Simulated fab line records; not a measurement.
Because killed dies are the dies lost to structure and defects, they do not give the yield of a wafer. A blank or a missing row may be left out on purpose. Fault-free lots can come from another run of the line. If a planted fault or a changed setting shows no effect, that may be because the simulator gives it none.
Matching of chambers | flow sky130 | 4 sister chambers for SKY_VIA2_CMP_02 on cmp-02
The step polishes SiO2. 4 wafers are shown with their chamber, then 12 later ones without.

## WAFERS PAIRED WITH THEIR CHAMBERS
wafer  | chamber | motor_current_A (A)
L086.4 | 1       | 14.6
L089.1 | 0       | 12.4
L089.2 | 3       | 12.8
L089.3 | 2       | 12.9

## WAFERS WITHOUT THEIR CHAMBER
wafer  | motor_current_A (A)
L090.1 | 12.9
L090.2 | 12.6
L090.5 | 12.3
L091.1 | 13.5
L091.5 | 13.2
L091.6 | 12.9
L092.2 | 13.2
L092.4 | 11.3
L092.5 | 12.9
L097.4 | 13.2
L097.5 | 13.6
L097.6 | 13.2

## EACH ONE'S CHAMBER
wafer  | from the rows above               | in truth
L090.1 | can't be placed: 2 or 3 or 0      | 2
L090.2 | can't be placed: 0 or 3 or 2      | 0
L090.5 | can't be placed: 0 or 3 or 2      | 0
L091.1 | can't be placed: 2 or 3 or 0 or 1 | 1
L091.5 | can't be placed: 2 or 3 or 0      | 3
L091.6 | can't be placed: 2 or 3 or 0      | 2
L092.2 | can't be placed: 2 or 3 or 0      | 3
L092.4 | can't be placed: 0 or 3 or 2      | 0
L092.5 | can't be placed: 2 or 3 or 0      | 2
L097.4 | can't be placed: 2 or 3 or 0      | 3
L097.5 | can't be placed: 2 or 3 or 1 or 0 | 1
L097.6 | can't be placed: 2 or 3 or 0      | 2
Correctly placed: 0 of 12. Unplaceable from these rows: 12, with the true chamber sitting among the candidates in 12. Placed wrongly: 0.
How it was worked out, from the rows above alone: a wafer's distance from a chamber is the root of the sum, over the readings, of the square of ((its reading less the chamber's mean) divided by the reading's scatter). The wafer belongs to the nearest chamber; if the next one is less than 2 further off, it can't be placed. The mean given for a chamber averages the wafers shown for that chamber. The scatter (one wafer shown for each chamber): square how far every hidden wafer sits from the nearest shown wafer, average those squares and take the square root.
